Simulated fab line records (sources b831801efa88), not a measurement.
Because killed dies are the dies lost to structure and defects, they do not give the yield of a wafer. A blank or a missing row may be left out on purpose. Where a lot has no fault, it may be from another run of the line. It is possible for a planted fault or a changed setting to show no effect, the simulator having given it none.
Which tool was responsible? :: flow sky130 :: 12 lots, 36 wafers sampled, at 5 steps of a route of 708

## WHAT EACH GAUGE READ, for each wafer
SKY_METAL3_CD_MEAS_13: target cd 300 nm.
lot: L075
measured: day 38 08:07
on: cdSem-02
cdNm (nm): 299.0 298.3 298.0

lot: L077
measured: day 39 04:49
on: cdSem-01
cdNm (nm): 299.0 299.8 299.7

lot: L080
measured: day 40 08:38
on: cdSem-01
cdNm (nm): 299.8 298.8 298.6

lot: L081
measured: day 40 13:52
on: cdSem-01
cdNm (nm): 299.9 300.1 300.1

lot: L083
measured: day 41 18:07
on: cdSem-01
cdNm (nm): 300.3 301.8 302.5

lot: L084
measured: day 41 20:49
on: cdSem-01
cdNm (nm): 298.5 299.2 299.3

lot: L087
measured: day 42 09:31
on: cdSem-01
cdNm (nm): 301.5 300.6 299.3

lot: L089
measured: day 42 18:14
on: cdSem-01
cdNm (nm): 300.7 300.1 300.0

lot: L091
measured: day 43 04:13
on: cdSem-01
cdNm (nm): 299.0 299.4 298.7

lot: L093
measured: day 43 21:47
on: cdSem-01
cdNm (nm): 299.8 298.8 300.3

lot: L095
measured: day 44 13:43
on: cdSem-01
cdNm (nm): 299.9 299.5 300.2

lot: L097
measured: day 44 21:47
on: cdSem-01
cdNm (nm): 301.8 299.7 300.6

## WHICH TOOL RAN EACH LOT (tool, then ch and the chambers of the sampled wafers, then the start)
lot: L075
SKY_CONTACT_ETCH_18: rieDiel-02 ch 1,2, day 33 13:47 or earlier
SKY_VIA1_ETCH_14: rieDiel-02 ch 0,1,2, day 33 13:47
SKY_VIA2_ETCH_14: rieDiel-01 ch 1,2, day 35 22:59
SKY_METAL3_SPUTTER_01: pvdSputter-04, day 36 00:25

lot: L077
SKY_CONTACT_ETCH_18: rieDiel-03 ch 0,2,3, day 34 13:08 or earlier
SKY_VIA1_ETCH_14: rieDiel-04 ch 0,1,2, day 34 13:08
SKY_VIA2_ETCH_14: rieDiel-02 ch 0,1,2, day 36 22:13
SKY_METAL3_SPUTTER_01: pvdSputter-01, day 36 23:37

lot: L080
SKY_CONTACT_ETCH_18: rieDiel-04 ch 1,3, day 35 19:16 or earlier
SKY_VIA1_ETCH_14: rieDiel-01 ch 1,3, day 35 19:16
SKY_VIA2_ETCH_14: rieDiel-03 ch 0,1,3, day 38 06:07
SKY_METAL3_SPUTTER_01: pvdSputter-03, day 38 07:31

lot: L081
SKY_CONTACT_ETCH_18: rieDiel-04 ch 0,2,3, day 36 02:19 or earlier
SKY_VIA1_ETCH_14: rieDiel-04 ch 1,2,3, day 36 02:19
SKY_VIA2_ETCH_14: rieDiel-01 ch 0,1,2, day 38 11:10
SKY_METAL3_SPUTTER_01: pvdSputter-03, day 38 12:34

lot: L083
SKY_CONTACT_ETCH_18: rieDiel-02 ch 0,1, day 37 08:20 or earlier
SKY_VIA1_ETCH_14: rieDiel-01 ch 0,1,3, day 37 08:20
SKY_VIA2_ETCH_14: rieDiel-03 ch 1,2,3, day 39 15:32
SKY_METAL3_SPUTTER_01: pvdSputter-01, day 39 16:58

lot: L084
SKY_CONTACT_ETCH_18: rieDiel-02 ch 1,2,3, day 37 13:23 or earlier
SKY_VIA1_ETCH_14: rieDiel-04 ch 0,2,3, day 37 13:23
SKY_VIA2_ETCH_14: rieDiel-02 ch 1,2,3, day 39 19:44
SKY_METAL3_SPUTTER_01: pvdSputter-03, day 39 21:10

lot: L087
SKY_CONTACT_ETCH_18: rieDiel-04 ch 1,2, day 38 02:16 or earlier
SKY_VIA1_ETCH_14: rieDiel-04 ch 0,3, day 38 02:16
SKY_VIA2_ETCH_14: rieDiel-01 ch 0,1, day 40 07:26
SKY_METAL3_SPUTTER_01: pvdSputter-03, day 40 08:53

lot: L089
SKY_CONTACT_ETCH_18: rieDiel-03 ch 0,3, day 38 12:28 or earlier
SKY_VIA1_ETCH_14: rieDiel-01 ch 0,1,3, day 38 12:28
SKY_VIA2_ETCH_14: rieDiel-02 ch 1,3, day 40 16:10
SKY_METAL3_SPUTTER_01: pvdSputter-01, day 40 17:34

lot: L091
SKY_CONTACT_ETCH_18: rieDiel-04 ch 0,1,2, day 38 23:26 or earlier
SKY_VIA1_ETCH_14: rieDiel-01 ch 1,2, day 38 23:26
SKY_VIA2_ETCH_14: rieDiel-03 ch 0,1,2, day 41 03:23
SKY_METAL3_SPUTTER_01: pvdSputter-03, day 41 04:47

lot: L093
SKY_CONTACT_ETCH_18: rieDiel-02 ch 0,3, day 39 19:07 or earlier
SKY_VIA1_ETCH_14: rieDiel-04 ch 1,2, day 39 19:07
SKY_VIA2_ETCH_14: rieDiel-03 ch 0,1,3, day 41 21:07
SKY_METAL3_SPUTTER_01: pvdSputter-03, day 41 22:34

lot: L095
SKY_CONTACT_ETCH_18: rieDiel-02 ch 0,2,3, day 40 09:52 or earlier
SKY_VIA1_ETCH_14: rieDiel-01 ch 0,2, day 40 09:52
SKY_VIA2_ETCH_14: rieDiel-01 ch 1,3, day 42 13:52
SKY_METAL3_SPUTTER_01: pvdSputter-03, day 42 15:16

lot: L097
SKY_CONTACT_ETCH_18: rieDiel-04 ch 0,1,2, day 40 18:09 or earlier
SKY_VIA1_ETCH_14: rieDiel-04 ch 0,2,3, day 40 18:09
SKY_VIA2_ETCH_14: rieDiel-01 ch 1,2, day 42 20:50
SKY_METAL3_SPUTTER_01: pvdSputter-04, day 42 22:14
- SKY_CONTACT_ETCH_18: etches Si3N4 in CHF3/O2, stops on TiN, time 39 s, target depth 75 nm.
- SKY_VIA1_ETCH_14: etches BARC in N2/H2, stops on SiO2, time 45.9 s, target depth 60 nm.
- SKY_VIA2_ETCH_14: etches BARC in N2/H2, stops on SiO2, time 45.9 s, target depth 60 nm.
- SKY_METAL3_SPUTTER_01: material TiN, target thk 20 nm, time 16.7 s.

## THE ANSWER, worked out from the rows above alone
Rule: usual is defined by the lots themselves. The widest of any qualifying gaps counts: lots, ordered by their means at a reading, are off when they make up no more than a third of the lots, leave a main group of 4 or more, and stand apart from it by 3 or more times the standard deviation of that group's means. If all means in a main group match to the digits the tables above print for the reading, that group is not used. Also off: a lot with no number at a reading for which 4 or more lots have one. Any other lot the step has rows for is counted as sound.
Across all readings shown, no lot is off: no conclusion can be drawn from this.

## WHAT THE SIMULATOR HAD PUT IN
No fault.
